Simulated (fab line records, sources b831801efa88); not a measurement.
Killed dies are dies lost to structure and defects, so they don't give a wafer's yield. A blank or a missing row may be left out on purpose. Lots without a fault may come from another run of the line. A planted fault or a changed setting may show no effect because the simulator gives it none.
fab line records | flow sky130
record lots=13 wafers=39 last_day=50
route steps=708 shown NWELL@66 LOCAL_INTERCONNECT@389 PAD_OPEN@708
lots that met no fault: from a run of the same line without faults
start_h: hours from the record's first day to the start of the lot's first wafer shown | wait_h: hours since the lot's step before | " the same as in the row above | L1.1+2: a row that stands for several wafers | - no value, or no start given | * or withheld: withheld | < > ~ a bound
route shown NAME@n: a module of which the file shows steps, and the number in the route of the first | usual: mean/standard deviation of fault-free wafers | same: alike in all rows | chamber/n: place in a boat | sites: the reading at each site | _std_site: their standard deviation | _edge_site: outer sites' mean less inner sites' | radius_mm: how far each site lies from the wafer's centre | mask NAME#n: copy n | behind: the tool/chamber that last shaped the wafer | hold: why the lot was held/for how many hours/how that ended | device: the transistor (n, p or np) that didn't switch | end of line: the same wafers' tests at the end of the route | a step without rows: its recipe alone | killed: dies lost to structure and defects at the first sort, not the wafer's yield | map: a wafer's dies, x killed, . not, _ none there
set.NAME: the setting as run; set.NAME@STEP: as run at that earlier step | model.NAME: the simulator's own value behind a step, which no gauge read
steps of the route over a sample of lots; a table a step, a row a wafer
services: from which hour (start_h, from the record's first day; less than 0 if before it) a tool's chamber was out of use, for how many hours, and why
## steps
# step SKY_NWELL_IMPLANT_13
# recipe species=P energy_kev=50 dose_cm2=7e+11 tilt_deg=withheld
# usual dose_ions_cm2=7e+11/8.2e+08 faraday_current_uA=3.95/0.07
# columns lot.wafer tool chamber start_h wait_h dose_ions_cm2 faraday_current_uA
L258.1 implanter-02 0 92.46 0.1 6.985e+11 4.04
L258.3 " 0 " " 7.004e+11 3.86
L258.4 " 0 " " 6.99e+11 4.01
L259.1 implanter-01 0 98.46 0.1 6.997e+11 4.05
L259.2 " 0 " " 6.994e+11 3.83
L259.5 " 0 " " 6.999e+11 4.11
L262.1 implanter-02 0 120.42 0.1 7.002e+11 3.92
L262.2 " 0 " " 7.004e+11 3.97
L262.5 " 0 " " 7.004e+11 3.96
L261.1 implanter-01 0 120.77 0.1 7e+11 3.93
L261.2 " 0 " " 6.996e+11 3.86
L261.5 " 0 " " 7.002e+11 3.87
L263.1 implanter-01 0 124.92 0.1 6.982e+11 3.87
L263.4 " 0 " " 6.984e+11 3.95
L263.6 " 0 " " 6.991e+11 4.03
L264.1 implanter-02 0 127.56 0.1 6.983e+11 4.01
L264.2 " 0 " " 7.005e+11 4.00
L264.4 " 0 " " 6.998e+11 4.00
L265.1 implanter-01 0 133.42 0.1 7.017e+11 3.87
L265.2 " 0 " " 7.008e+11 4.05
L265.5 " 0 " " 7.012e+11 3.91
L267.3 implanter-04 0 144.45 0.1 7.002e+11 3.95
L267.4 " 0 " " 6.995e+11 3.91
L267.6 " 0 " " 7.007e+11 3.98
L270.2 implanter-01 0 160.47 0.1 7.003e+11 4.07
L270.5 " 0 " " 7.008e+11 3.88
L270.6 " 0 " " 7.005e+11 3.91
L274.1 implanter-04 0 187.20 0.1 6.067e+11 3.41
L274.3 " 0 " " 6.072e+11 3.46
L274.5 " 0 " " 6.078e+11 3.42
L275.2 implanter-04 0 190.42 0.1 6.064e+11 3.46
L275.4 " 0 " " 6.068e+11 3.48
L275.5 " 0 " " 6.055e+11 3.46
L278.1 implanter-01 0 206.67 0.1 7.004e+11 3.85
L278.3 " 0 " " 6.998e+11 3.82
L278.5 " 0 " " 6.991e+11 4.01
L279.1 implanter-01 0 212.24 0.1 7.005e+11 4.02
L279.3 " 0 " " 7.01e+11 3.98
L279.5 " 0 " " 7.001e+11 3.84
# step SKY_NWELL_STRIP_25
# recipe chemistry=O2/N2 power_w=1400 pressure_mtorr=1500 platen_temp_c=withheld o2_flow_sccm=3000 n2_flow_sccm=300 overash_fraction=0.5
# usual drypump_motor_current_A=5.6/0.42 o2_flow_sccm=2999/8.5 oes_product_au=0.722/0.0049 strip_time_to_endpoint_s=36.91/0.1
# columns lot.wafer tool chamber start_h wait_h drypump_motor_current_A o2_flow_sccm oes_product_au rf_hours_counter_h strip_time_to_endpoint_s
L258.1 plasma_asher-04 0 110.22 0.1 5.8 3000 0.720 29 36.83
L258.3 " 1 " " 6.2 2999 0.728 - 36.84
L258.4 " 0 " " 5.9 2999 0.730 - 36.82
L259.1 plasma_asher-04 1 116.29 0.1 6.2 3005 0.717 30 36.83
L259.2 " 0 " " 5.9 3012 0.719 30 36.85
L259.5 " 0 " " 5.9 2999 0.723 - 36.80
L262.1 plasma_asher-01 0 138.42 0.1 5.5 3010 0.725 2 36.81
L262.2 " 1 " " 5.0 3014 0.724 2 36.83
L262.5 " 1 " " 5.0 3000 0.729 - 36.79
L261.1 plasma_asher-04 0 139.79 0.1 5.9 3008 0.721 32 36.81
L261.2 " 1 " " 6.2 2990 0.717 32 36.80
L261.5 " 1 " " 6.2 3009 0.731 - 36.82
L263.1 plasma_asher-04 1 143.90 0.1 6.2 2988 0.733 33 36.92
L263.4 " 0 " " 5.9 2988 0.718 - 37.02
L263.6 " 1 " " 6.2 2996 0.727 - 36.99
L264.1 plasma_asher-01 0 146.04 0.1 5.6 2987 0.710 3 36.92
L264.2 " 1 " " 5.0 2986 0.719 3 37.00
L264.4 " 0 " " 5.5 2998 0.719 - 36.97
L265.1 plasma_asher-03 0 152.07 0.1 5.5 3003 0.719 47 37.05
L265.2 " 1 " " 5.3 3005 0.723 47 36.97
L265.5 " 1 " " 5.3 2999 0.717 - 36.99
L267.3 plasma_asher-04 0 164.21 0.1 5.9 3006 0.715 - 36.81
L267.4 " 1 " " 6.2 2996 0.725 - 36.85
L267.6 " 1 " " 6.2 3012 0.712 - 36.79
L270.2 plasma_asher-04 0 181.25 0.1 5.9 2985 0.719 36 36.88
L270.5 " 0 " " 5.9 2989 0.717 - 36.95
L270.6 " 1 " " 6.2 3000 0.724 - 36.93
L274.1 plasma_asher-03 0 208.94 0.1 5.5 2982 0.725 53 37.04
L274.3 " 1 " " 5.3 3005 0.726 - 36.91
L274.5 " 0 " " 5.5 2993 0.718 - 36.97
L275.2 plasma_asher-01 0 211.74 0.1 5.5 2986 0.716 10 37.05
L275.4 " 1 " " 5.0 3002 0.725 - 37.22
L275.5 " 1 " " 5.0 3005 0.728 - 37.02
L278.1 plasma_asher-01 0 227.95 0.1 5.5 2992 0.721 11 36.69
L278.3 " 0 " " 5.5 3004 0.715 - 36.81
L278.5 " 0 " " 5.5 3007 0.718 - 36.76
L279.1 plasma_asher-04 0 234.57 0.1 5.9 3006 0.727 41 36.93
L279.3 " 0 " " 5.9 2997 0.721 - 36.98
L279.5 " 1 " " 6.2 2989 0.725 - 37.03
# step SKY_LOCAL_INTERCONNECT_THK_MEAS_02
# recipe thk_meas_gauge=xrf reads=TiN_of_LOCAL_INTERCONNECT_SPUTTER_00
# usual LOCAL_INTERCONNECT_TIN_THK=100.2/1.3
# columns lot.wafer tool chamber start_h wait_h LOCAL_INTERCONNECT_TIN_THK[nm]
L258.1 film_metro-02 - 677.64 0.1 102.8
L258.3 " - " " 100.6
L258.4 " - " " 100.4
L259.1 film_metro-03 - 681.13 0.1 102.1
L259.2 " - " " 100.5
L259.5 " - " " 102.9
L262.1 film_metro-04 - 718.82 0.1 99.1
L262.2 " - " " 97.6
L262.5 " - " " 97.9
L261.1 film_metro-03 - 720.37 0.1 101.2
L261.2 " - " " 100.5
L261.5 " - " " 101.0
L265.1 film_metro-02 - 782.59 0.1 100.5
L265.2 " - " " 102.0
L265.5 " - " " 102.0
L267.3 film_metro-04 - 782.76 0.1 99.2
L267.4 " - " " 100.8
L267.6 " - " " 99.5
L263.1 film_metro-02 - 783.52 0.1 100.6
L263.4 " - " " 99.0
L263.6 " - " " 99.7
L264.1 film_metro-04 - 785.41 0.1 97.4
L264.2 " - " " 99.2
L264.4 " - " " 99.9
L270.2 film_metro-02 - 786.62 0.1 96.4
L270.5 " - " " 97.1
L270.6 " - " " 98.2
L274.1 film_metro-03 - 804.44 0.1 99.8
L274.3 " - " " 101.7
L274.5 " - " " 101.3
L275.2 film_metro-03 - 808.67 0.1 101.6
L275.4 " - " " 100.8
L275.5 " - " " 101.7
L278.1 film_metro-03 - 830.84 0.1 100.3
L278.3 " - " " 102.0
L278.5 " - " " 102.1
L279.1 film_metro-04 - 867.86 0.1 101.5
L279.3 " - " " 99.9
L279.5 " - " " 102.5
# step SKY_LOCAL_INTERCONNECT_CD_MEAS_11
# recipe target_cd_nm=170
# usual cd_nm=170.2/1.5
# columns lot.wafer tool chamber start_h wait_h cd_nm
L258.1 cd_sem-02 - 706.10 - 171.0
L258.3 " - " " 172.2
L258.4 " - " " 172.7
L259.1 cd_sem-01 - 708.75 - 169.6
L259.2 " - " " 169.0
L259.5 " - " " 169.7
L262.1 cd_sem-02 - 745.99 - 167.6
L262.2 " - " " 168.2
L262.5 " - " " 169.0
L261.1 cd_sem-02 - 747.49 - 169.1
L261.2 " - " " 170.7
L261.5 " - " " 171.3
L265.1 cd_sem-02 - 808.89 - 168.2
L265.2 " - " " 167.1
L265.5 " - " " 168.4
L267.3 cd_sem-02 - 809.39 - 171.1
L267.4 " - " " 171.7
L267.6 " - " " 170.4
L263.1 cd_sem-01 - 809.84 - 169.3
L263.4 " - " " 173.0
L263.6 " - " " 170.8
L264.1 cd_sem-01 - 812.05 - 171.8
L264.2 " - " " 170.4
L264.4 " - " " 171.9
L270.2 cd_sem-02 - 813.33 - 169.7
L270.5 " - " " 170.8
L270.6 " - " " 171.2
L274.1 cd_sem-01 - 831.09 - 168.1
L274.3 " - " " 168.8
L274.5 " - " " 167.7
L275.2 cd_sem-01 - 835.01 - 168.4
L275.4 " - " " 169.2
L275.5 " - " " 169.1
L278.1 cd_sem-02 - 855.95 - 169.2
L278.3 " - " " 169.2
L278.5 " - " " 169.2
L279.1 cd_sem-01 - 893.90 - 173.2
L279.3 " - " " 172.0
L279.5 " - " " 171.0
# step SKY_PAD_OPEN_PROBE_99
# usual killed_at_M0_to_M3=43/7.3 killed_at_M4_up=3.5/2.2 killed_at_contacts=24/5.3 killed_at_front_end=15/4.2 killed_at_other=0.3/0.67 killed_dies=86/9.8 killed_open=47/7.2 killed_short=39/6.5
# same gross_dies=492 killed_at_back_side=0
# columns lot.wafer tool chamber start_h wait_h killed_at_M0_to_M3 killed_at_M4_up killed_at_contacts killed_at_front_end killed_at_other killed_dies killed_open killed_short
L278.1 prober-02 - 1184.37 0.1 36 2 14 13 0 65 36 29
L278.3 prober-02 - 1184.47 0.2 52 2 21 16 0 91 48 43
L278.5 prober-02 - 1184.57 0.2 48 3 32 18 1 102 51 50
# killed by level:class
L278.1 POLY_GATE:geometric_particle:open=6 VIA1:geometric_particle:open=6 VIA2:geometric_particle:open=5 VIA1:geometric_particle:short=5 VIA3:geometric_particle:open=5 CONTACT:geometric_particle:short=4 CONTACT:geometric_particle:open=4 METAL1:geometric_particle:short=4
L278.3 VIA1:geometric_particle:open=11 VIA2:geometric_particle:open=7 VIA1:geometric_particle:short=7 CONTACT:geometric_particle:short=6 CONTACT:geometric_particle:open=6 POLY_GATE:geometric_particle:open=5 METAL2:geometric_particle:open=5 VIA3:geometric_particle:open=5
L278.5 CONTACT:geometric_particle:open=14 LI_CONTACT:geometric_particle:open=9 VIA1:geometric_particle:open=8 METAL2:geometric_particle:short=8 VIA1:geometric_particle:short=7 FIELD_ISO:geometric_particle:open=6 FIELD_ISO:geometric_particle:short=6 LI_CONTACT:geometric_particle:short=5
## services
# columns tool chamber start_h hours kind
plasma_asher-01 - 108.75 9.0 pm
plasma_asher-01 0 108.75 9.0 vent_cycle
plasma_asher-01 1 108.75 9.0 vent_cycle
plasma_asher-01 0 117.75 - clean
plasma_asher-01 1 117.75 - clean
plasma_asher-04 - 122.35 0.3 repair
implanter-02 - 131.16 6.6 pm
plasma_asher-04 - 137.19 0.7 repair
implanter-02 - 156.80 1.1 repair
implanter-02 - 175.75 8.5 pm
plasma_asher-04 - 196.44 2.8 pm
implanter-04 - 213.88 3.0 repair
implanter-02 - 214.25 2.6 pm
## key
first_sign step=SKY_NWELL_IMPLANT_13 reading=dose_ions_cm2 direction=down sigmas=99+ usual=* struck=*
effect step=SKY_NWELL_IMPLANT_13 reading=faraday_current_uA direction=down sigmas=7.1 usual=3.95 struck=3.45
met_at SKY_NWELL_IMPLANT_13
struck_lots L274,L275
tester_left_out L274,L275
not_acting_at SKY_NWELL_STRIP_25,SKY_LOCAL_INTERCONNECT_THK_MEAS_02,SKY_LOCAL_INTERCONNECT_CD_MEAS_11
onset_between 144.45 187.20
fault kind=process_parameter_drift tool=implanter-04 chamber=- onset_h=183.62 steps=SKY_NWELL_IMPLANT_13 channel=dose_cm2 offset=* shape=step end_h=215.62 acts_in=* stated=*
# tester_left_out: of these lots the tester's yield and bins aren't shown, on N5 and GAA mostly nor the transistor test; their killed dies are dies lost to structure and defects alone, not to doping, threshold or leakage, so they don't give the yield
